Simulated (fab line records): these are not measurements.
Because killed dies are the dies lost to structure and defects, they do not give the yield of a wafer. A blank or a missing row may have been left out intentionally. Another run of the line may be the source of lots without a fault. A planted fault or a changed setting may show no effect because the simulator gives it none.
Which tool did it? -- flow sky130 -- 14 lots, 42 wafers sampled, at 1 step of a route of 708

WHAT THE GAUGES READ, wafer by wafer
The record lacks any reading of a measuring or inspecting step that a usual standard deviation could be used to judge.

WHICH TOOL RAN EACH LOT (tool, then ch and the chambers of the sampled wafers, then the start)
lot,SKY_LDD_N_IMPLANT_13
L696,"implanter-01 ch 0, day 17 10:23"
L697,"implanter-04 ch 0, day 17 23:50"
L698,"implanter-03 ch 0, day 18 11:19"
L700,"implanter-03 ch 0, day 19 09:05"
L701,"implanter-03 ch 0, day 19 18:56"
L703,"implanter-04 ch 0, day 20 15:35"
L704,"implanter-03, day 21 00:30"
L705,"implanter-01, day 21 06:19"
L706,"implanter-03 ch 0, day 21 10:53"
L709,"implanter-03 ch 0, day 22 22:34"
L715,"implanter-01 ch 0, day 24 20:28"
L717,"implanter-03 ch 0, day 25 15:06"
L718,"implanter-03 ch 0, day 25 17:22"
L719,"implanter-04 ch 0, day 26 04:40"
- SKY_LDD_N_IMPLANT_13

AS READ BY THE TOOLS THEMSELVES (means over the sampled wafers that have a number; for cases with no such wafer, the mark the record gives instead)
SKY_LDD_N_IMPLANT_13.
lot,tool,beam-energy-keV,beam-on-s (s),end-station-pressure-torr (Torr),faraday-current-uA,rotation-deg (degrees)
L696,implanter-01,49.984,10.23,4.86e-06,27.5,89.989
L697,implanter-04,49.973,10.11,4.83e-06,27.8,89.960
L698,implanter-03,49.987,10.12,5.08e-06,27.9,89.983
L700,implanter-03,49.987,10.04,4.95e-06,28.1,89.993
L701,implanter-03,50.007,9.92,5.03e-06,28.4,89.994
L703,implanter-04,49.986,9.99,5.27e-06,28.2,89.968
L704,implanter-03,-,-,-,-,-
L705,implanter-01,-,-,-,-,-
L706,implanter-03,49.983,10.03,4.90e-06,28.0,89.987
L709,implanter-03,49.997,9.96,4.98e-06,28.3,89.976
L715,implanter-01,50.000,10.18,5.15e-06,27.8,90.000
L717,implanter-03,49.994,9.86,5.17e-06,28.5,89.963
L718,implanter-03,49.988,10.06,5.18e-06,28.0,90.019
L719,implanter-04,49.994,9.97,5.12e-06,28.3,89.975

THE ANSWER, worked out from the rows above alone
Rule: the lots themselves supply what counts as usual. Put in order of their means at a reading, lots are off if they are a third of the lots or fewer, leave a main group of 4 or more, and stand apart from it by a gap of 3 or more times the standard deviation of the main group's means; of several such gaps the widest counts. Not used: any main group whose means are identical at the precision the tables above print for the reading. Also off: a lot with no number at a reading for which 4 or more lots have one. The other lots that the step has rows for count as sound. First the gauges in route order, then the tools' own readings, where a lot's mean is used as printed above. At the first step where some lot is off, the reading lying furthest off is the one used; lots without a number count as furthest.
Off, at SKY_LDD_N_IMPLANT_13 on beam-energy-keV: L704, L705. Without a number there: L704, L705. Mean 49.990 and standard deviation 0.0086 in the main group.
If a tool, at that step or one of the process steps before it, ran each lot that is off and ran no sound lot following the first of them, it fits. None of those tried fits.

WHAT THE SIMULATOR HAD PUT IN
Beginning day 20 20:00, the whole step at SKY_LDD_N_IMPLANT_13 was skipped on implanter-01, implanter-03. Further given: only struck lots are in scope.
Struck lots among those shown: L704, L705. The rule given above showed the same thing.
